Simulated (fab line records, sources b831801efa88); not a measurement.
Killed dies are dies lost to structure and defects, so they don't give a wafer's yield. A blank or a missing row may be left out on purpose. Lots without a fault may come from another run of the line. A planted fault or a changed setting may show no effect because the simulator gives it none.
fab line records | flow sky130
record lots=15 wafers=45 last_day=50
route steps=708 shown POLY_GATE@218 LDD_P@265 LDD_LDN@299 POLY_CUT@317
lots that met no fault: from a run of the same line without faults
start_h: hours from the record's first day to the start of the lot's first wafer shown | wait_h: hours since the lot's step before | " the same as in the row above | L1.1+2: a row that stands for several wafers | - no value, or no start given | * or withheld: withheld | < > ~ a bound
route shown NAME@n: a module of which the file shows steps, and the number in the route of the first | usual: mean/standard deviation of fault-free wafers | same: alike in all rows | chamber/n: place in a boat | sites: the reading at each site | _std_site: their standard deviation | _edge_site: outer sites' mean less inner sites' | radius_mm: how far each site lies from the wafer's centre | mask NAME#n: copy n | behind: the tool/chamber that last shaped the wafer | hold: why the lot was held/for how many hours/how that ended | device: the transistor (n, p or np) that didn't switch | end of line: the same wafers' tests at the end of the route | a step without rows: its recipe alone | killed: dies lost to structure and defects at the first sort, not the wafer's yield | map: a wafer's dies, x killed, . not, _ none there
set.NAME: the setting as run; set.NAME@STEP: as run at that earlier step | model.NAME: the simulator's own value behind a step, which no gauge read
steps of the route over a sample of lots; a table a step, a row a wafer
services: from which hour (start_h, from the record's first day; less than 0 if before it) a tool's chamber was out of use, for how many hours, and why
## steps
# step SKY_POLY_GATE_THK_MEAS_04
# recipe reads=Si3N4_of_POLY_GATE_CVD_03
# usual POLY_GATE_CVD_03_THK=75.0/0.85
# columns lot.wafer tool chamber start_h wait_h POLY_GATE_CVD_03_THK[nm]
L405.2 film_metro-04 - 356.67 0.0 76.7
L405.3 " - " " 76.5
L405.6 " - " " 76.7
L404.1 film_metro-02 - 356.70 0.0 76.8
L404.4 " - " " 75.5
L404.6 " - " " 75.2
L406.3 film_metro-04 - 371.39 0.0 74.9
L406.5 " - " " 74.8
L406.6 " - " " 74.6
L408.1 film_metro-04 - 398.88 0.0 75.1
L408.4 " - " " 74.3
L408.6 " - " " 75.0
L409.1 film_metro-03 - 398.88 0.0 74.8
L409.4 " - " " 75.3
L409.6 " - " " 74.7
L412.2 film_metro-04 - 413.30 0.0 75.9
L412.5 " - " " 76.3
L412.6 " - " " 76.3
L414.4 film_metro-03 - 431.67 0.0 74.2
L414.5 " - " " 74.2
L414.6 " - " " 74.1
L413.2 film_metro-04 - 433.01 0.0 75.4
L413.5 " - " " 74.7
L413.6 " - " " 75.2
L415.1 film_metro-02 - 444.32 0.0 74.8
L415.5 " - " " 74.9
L415.6 " - " " 74.8
L416.2 film_metro-03 - 445.69 0.0 75.4
L416.5 " - " " 75.3
L416.6 " - " " 75.5
L417.2 film_metro-04 - 450.24 0.0 75.0
L417.3 " - " " 74.7
L417.4 " - " " 74.1
L420.2 film_metro-02 - 476.44 0.0 73.4
L420.3 " - " " 73.9
L420.5 " - " " 74.0
L425.1 film_metro-02 - 520.22 0.0 74.3
L425.3 " - " " 74.9
L425.6 " - " " 75.2
L426.1 film_metro-02 - 522.78 0.0 74.0
L426.3 " - " " 74.2
L426.4 " - " " 74.2
L427.1 film_metro-02 - 528.95 0.0 76.4
L427.3 " - " " 76.2
L427.4 " - " " 76.7
# step SKY_LDD_P_STRIP_10
# recipe chemistry=O2/N2 power_w=1400 pressure_mtorr=1500 platen_temp_c=withheld o2_flow_sccm=3000 n2_flow_sccm=300 overash_fraction=0.5
# usual drypump_motor_current_A=5.66/0.21 o2_flow_sccm=2999/9.6 oes_product_au=0.715/0.0041 strip_time_to_endpoint_s=14.21/0.046
# same overash_fraction=0.5
# columns lot.wafer tool chamber start_h wait_h drypump_motor_current_A o2_flow_sccm oes_product_au rf_hours_counter_h strip_time_to_endpoint_s
L404.1 plasma_asher-04 0 451.14 0.1 5.44 2998 0.717 77 14.21
L404.4 " 0 " " 5.46 3005 0.709 - 14.20
L404.6 " 1 " " 5.92 3016 0.718 - 14.24
L405.2 plasma_asher-02 1 451.49 0.1 6.02 2998 0.716 2 14.21
L405.3 " 0 " " 5.41 2990 0.711 - 14.20
L405.6 " 0 " " 5.41 3003 0.710 - 14.20
L406.3 plasma_asher-04 0 464.02 0.1 5.37 2994 0.708 - 14.22
L406.5 " 0 " " 5.42 3009 0.710 - 14.25
L406.6 " 1 " " 5.91 3003 0.714 - 14.23
L409.1 plasma_asher-02 0 493.92 0.1 5.42 3012 0.719 7 14.15
L409.4 " 0 " " 5.41 3013 0.712 - 14.19
L409.6 " 1 " " 6.02 3009 0.718 - 14.16
L408.1 plasma_asher-01 1 494.39 0.1 5.73 2997 0.719 32 14.15
L408.4 " 1 " " 5.74 3001 0.722 - 14.14
L408.6 " 0 " " 5.59 3011 0.719 - 14.12
L412.2 plasma_asher-04 1 509.14 0.1 5.92 2994 0.717 83 14.26
L412.5 " 0 " " 5.40 3005 0.714 - 14.25
L412.6 " 1 " " 5.92 3001 0.721 - 14.24
L414.4 plasma_asher-01 1 527.37 0.1 5.67 2993 0.713 - 14.29
L414.5 " 1 " " 5.70 3012 0.722 - 14.23
L414.6 " 0 " " 5.57 2996 0.709 - 14.23
L413.2 plasma_asher-01 1 527.99 0.1 5.73 2995 0.718 34 14.18
L413.5 " 0 " " 5.55 3011 0.716 - 14.17
L413.6 " 1 " " 5.72 2980 0.717 - 14.27
L415.1 plasma_asher-01 1 539.59 0.1 5.74 3007 0.715 36 14.18
L415.5 " 1 " " 5.76 3000 0.709 - 14.20
L415.6 " 0 " " 5.56 3003 0.715 - 14.15
L416.2 plasma_asher-02 0 540.89 0.1 5.40 3005 0.715 12 14.19
L416.5 " 1 " " 6.02 2998 0.711 - 14.17
L416.6 " 0 " " 5.40 3003 0.716 - 14.14
L417.2 plasma_asher-01 0 544.59 0.1 5.55 3007 0.714 36 14.15
L417.3 " 0 " " 5.57 3014 0.714 - 14.13
L417.4 " 1 " " 5.74 3007 0.712 - 14.11
L420.2 plasma_asher-04 1 569.94 0.1 5.92 2985 0.717 90 14.15
L420.3 " 0 " " 5.39 2993 0.712 - 14.17
L420.5 " 0 " " 5.42 2994 0.721 - 14.18
L425.1 plasma_asher-01 0 613.79 0.1 5.55 2999 0.712 44 14.25
L425.3 " 0 " " 5.57 2987 0.716 - 14.28
L425.6 " 0 " " 5.54 2990 0.721 - 14.30
L426.1 plasma_asher-04 0 615.89 0.1 5.43 2997 0.720 95 14.23
L426.3 " 0 " " 5.42 2995 0.719 - 14.25
L426.4 " 1 " " 5.91 2994 0.721 - 14.21
L427.1 plasma_asher-01 0 623.64 0.1 5.57 3007 0.725 45 14.28
L427.3 " 1 " " 5.71 3017 0.710 - 14.25
L427.4 " 0 " " 5.56 3009 0.715 - 14.22
# step SKY_LDD_LDN_IMPLANT_10
# recipe species=As energy_kev=15 dose_cm2=1.25e+13 tilt_deg=withheld rotation_deg=203
# usual beam_energy_keV=15.000/0.0039 beam_on_s=10.03/0.19
# columns lot.wafer tool chamber start_h wait_h beam_energy_keV beam_on_s
L404.1 implanter-01 0 543.45 0.1 14.998 10.06
L404.4 " 0 " " 15.006 10.09
L404.6 " 0 " " 15.002 10.29
L405.2 implanter-04 0 543.68 0.1 15.003 10.04
L405.3 " 0 " " 14.999 9.94
L405.6 " 0 " " 14.998 9.90
L406.3 implanter-04 0 555.67 0.1 15.001 9.55
L406.5 " 0 " " 15.004 10.20
L406.6 " 0 " " 15.001 10.16
L409.1 implanter-03 0 583.70 0.1 14.997 10.14
L409.4 " 0 " " 15.004 10.07
L409.6 " 0 " " 15.001 9.93
L408.1 implanter-01 0 585.60 0.1 14.999 9.93
L408.4 " 0 " " 15.001 10.14
L408.6 " 0 " " 14.999 10.04
L412.2 implanter-04 0 600.14 0.1 15.006 10.12
L412.5 " 0 " " 15.000 9.98
L412.6 " 0 " " 15.004 10.10
L414.4 implanter-01 0 617.52 0.1 15.000 9.73
L414.5 " 0 " " 14.996 9.89
L414.6 " 0 " " 15.003 10.43
L413.2 implanter-03 0 618.07 0.1 15.003 10.15
L413.5 " 0 " " 14.993 9.87
L413.6 " 0 " " 14.997 9.89
L415.1 implanter-01 - 629.10 0.1 - -
L415.5 " - " " - -
L415.6 " - " " - -
L416.2 implanter-03 - 630.57 0.1 - -
L416.5 " - " " - -
L416.6 " - " " - -
L417.2 implanter-04 - 633.49 0.1 - -
L417.3 " - " " - -
L417.4 " - " " - -
L420.2 implanter-03 0 659.52 0.1 15.003 9.69
L420.3 " 0 " " 15.002 9.90
L420.5 " 0 " " 14.996 10.38
L425.1 implanter-04 0 699.82 0.1 14.994 10.20
L425.3 " 0 " " 14.999 9.80
L425.6 " 0 " " 14.999 9.74
L426.1 implanter-01 0 702.15 0.1 14.997 10.09
L426.3 " 0 " " 15.001 9.81
L426.4 " 0 " " 14.997 9.89
L427.1 implanter-04 0 709.95 0.1 14.997 9.73
L427.3 " 0 " " 14.993 9.91
L427.4 " 0 " " 14.993 9.86
# step SKY_LDD_LDN_TW_MEAS_13
# usual LDD_LDN_TW=1473/12
# columns lot.wafer tool chamber start_h wait_h LDD_LDN_TW
L404.1 film_metro-02 - 543.85 0.1 1462
L404.4 " - " " 1466
L404.6 " - " " 1474
L405.2 film_metro-01 - 544.06 0.1 1487
L405.3 " - " " 1485
L405.6 " - " " 1482
L406.3 film_metro-02 - 556.04 0.1 1462
L406.5 " - " " 1462
L406.6 " - " " 1461
L409.1 film_metro-02 - 584.10 0.1 1468
L409.4 " - " " 1473
L409.6 " - " " 1466
L408.1 film_metro-02 - 586.00 0.1 1472
L408.4 " - " " 1459
L408.6 " - " " 1468
L412.2 film_metro-01 - 600.53 0.1 1481
L412.5 " - " " 1483
L412.6 " - " " 1480
L414.4 film_metro-02 - 617.88 0.1 1480
L414.5 " - " " 1474
L414.6 " - " " 1475
L413.2 film_metro-02 - 618.46 0.1 1479
L413.5 " - " " 1481
L413.6 " - " " 1480
L415.1 film_metro-03 - 629.50 0.1 1338
L415.5 " - " " 1335
L415.6 " - " " 1344
L416.2 film_metro-01 - 630.96 0.1 1356
L416.5 " - " " 1357
L416.6 " - " " 1357
L417.2 film_metro-03 - 633.88 0.1 1342
L417.3 " - " " 1339
L417.4 " - " " 1337
L420.2 film_metro-03 - 659.91 0.1 1448
L420.3 " - " " 1442
L420.5 " - " " 1444
L425.1 film_metro-01 - 700.22 0.1 1482
L425.3 " - " " 1476
L425.6 " - " " 1482
L426.1 film_metro-02 - 702.61 0.1 1480
L426.3 " - " " 1474
L426.4 " - " " 1488
L427.1 film_metro-03 - 710.35 0.1 1458
L427.3 " - " " 1459
L427.4 " - " " 1457
# step SKY_POLY_CUT_ETCH_10
# recipe chemistry=N2/H2 target=BARC ion_energy_ev=200 source_w=500 bias_w=100 pressure_mtorr=30 n2_flow_sccm=100 h2_flow_sccm=200 stop_on=SiO2 time_s=45.9 target_depth_a=600
# usual bias_w=100.0/0.31 drypump_motor_current_A=5.9/0.41 oes_product_au=0.855/0.0046 throttle_valve_pct=13.225/0.0084
# columns lot.wafer tool chamber start_h wait_h bias_w drypump_motor_current_A oes_product_au rf_hours_counter_h throttle_valve_pct
L404.1 rie_diel-04 1 574.74 0.0 99.8 5.6 0.854 33 13.219
L404.4 " 0 " " 99.7 5.5 0.855 27 13.235
L404.6 " 2 " " 99.4 5.6 0.856 - 13.218
L405.2 rie_diel-02 2 576.59 0.0 100.1 5.9 0.859 4 13.232
L405.3 " 0 " " 100.5 6.2 0.858 13 13.226
L405.6 " 0 " " 100.3 6.2 0.862 - 13.227
L406.3 rie_diel-02 2 587.62 0.0 100.1 5.9 0.845 4 13.224
L406.5 " 1 " " 99.5 5.4 0.856 - 13.222
L406.6 " 0 " " 99.7 6.2 0.843 - 13.211
L409.1 rie_diel-02 3 615.69 0.0 100.1 6.1 0.856 6 13.224
L409.4 " 2 " " 99.7 5.8 0.858 - 13.225
L409.6 " 0 " " 99.8 6.2 0.856 - 13.236
L408.1 rie_diel-04 3 617.39 0.0 99.6 5.4 0.851 2 13.225
L408.4 " 0 " " 99.7 5.5 0.860 27 13.211
L408.6 " 1 " " 100.0 5.6 0.854 - 13.230
L412.2 rie_diel-04 0 631.44 0.0 99.6 5.5 0.854 28 13.224
L412.5 " 3 " " 99.5 5.4 0.855 - 13.237
L412.6 " 0 " " 99.1 5.5 0.857 - 13.222
L414.4 rie_diel-04 3 648.54 0.0 100.2 5.3 0.848 3 13.219
L414.5 " 3 " " 100.1 5.4 0.855 - 13.211
L414.6 " 2 " " 99.8 5.6 0.853 - 13.220
L413.2 rie_diel-03 0 650.22 0.0 100.1 6.6 0.860 4 13.227
L413.5 " 0 " " 100.1 6.6 0.849 - 13.214
L413.6 " 1 " " 100.1 6.3 0.852 - 13.211
L420.2 rie_diel-03 0 689.69 0.0 99.9 6.7 0.860 6 13.212
L420.3 " 3 " " 100.1 6.1 0.859 17 13.235
L420.5 " 2 " " 100.6 5.5 0.857 - 13.238
L425.1 rie_diel-03 2 731.82 0.0 99.4 5.5 0.857 12 13.227
L425.3 " 3 " " 100.2 6.1 0.852 17 13.215
L425.6 " 2 " " 100.3 5.5 0.858 - 13.224
L426.1 rie_diel-02 0 731.85 0.0 99.8 6.2 0.854 16 13.234
L426.3 " 3 " " 100.3 6.1 0.855 8 13.223
L426.4 " 2 " " 99.9 5.9 0.868 7 13.207
L427.1 rie_diel-03 1 739.54 0.0 100.7 6.3 0.861 10 13.232
L427.3 " 2 " " 100.0 5.5 0.855 12 13.225
L427.4 " 0 " " 100.0 6.6 0.857 7 13.243
## services
# columns tool chamber start_h hours kind
plasma_asher-01 - 443.77 0.7 repair
rie_diel-04 0 451.17 4.1 repair
plasma_asher-01 - 451.79 28.1 pm
rie_diel-04 2 462.16 1.7 repair
rie_diel-03 0 469.52 7.9 repair
rie_diel-03 - 474.19 3.3 repair
rie_diel-04 - 476.91 1.8 repair
rie_diel-02 0 477.89 3.3 repair
implanter-01 - 490.63 4.2 repair
plasma_asher-01 - 500.99 8.5 repair
implanter-03 - 502.11 3.4 repair
rie_diel-02 1 504.98 13.9 repair
rie_diel-04 2 516.24 8.9 repair
rie_diel-03 - 518.16 0.4 repair
implanter-03 - 535.33 1.1 repair
rie_diel-04 - 540.49 2.8 pm
implanter-04 - 583.46 4.0 pm
plasma_asher-01 - 597.76 4.1 repair
plasma_asher-01 - 659.93 5.7 repair
plasma_asher-01 - 662.99 1.3 repair
implanter-01 - 703.31 4.2 pm
plasma_asher-01 - 703.80 2.8 pm
plasma_asher-04 - 733.75 9.0 pm
implanter-04 - 737.10 19.9 repair
## key
first_sign step=SKY_LDD_LDN_IMPLANT_10 reading=tool_record direction=missing
effect step=SKY_LDD_LDN_TW_MEAS_13 reading=LDD_LDN_TW direction=down sigmas=11 usual=1473 struck=1345
met_at SKY_LDD_LDN_IMPLANT_10
struck_lots L415,L416,L417
later_rows_left_out L415.1,L415.5,L415.6,L416.2,L416.5,L416.6,L417.2,L417.3,L417.4
sort_left_out L415.1,L415.5,L415.6,L416.2,L416.5,L416.6,L417.2,L417.3,L417.4
tester_left_out L415,L416,L417
not_acting_at SKY_POLY_GATE_THK_MEAS_04,SKY_LDD_P_STRIP_10,SKY_POLY_CUT_ETCH_10
onset_between 618.07 629.10
fault kind=skipped_step_whole tool=implanter-01,implanter-03,implanter-04 chamber=- onset_h=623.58 steps=SKY_LDD_LDN_IMPLANT_10 scope=struck_lots_only
# tester_left_out: of these lots the tester's yield and bins aren't shown, on N5 and GAA mostly nor the transistor test; their killed dies are dies lost to structure and defects alone, not to doping, threshold or leakage, so they don't give the yield
# sort_left_out: the simulated sort isn't trusted on such a fault, so these wafers' sort isn't shown, and their yield isn't known
# later_rows_left_out: the simulator's readings of these wafers behind a module that went badly wrong aren't trusted and aren't shown, but for the sort
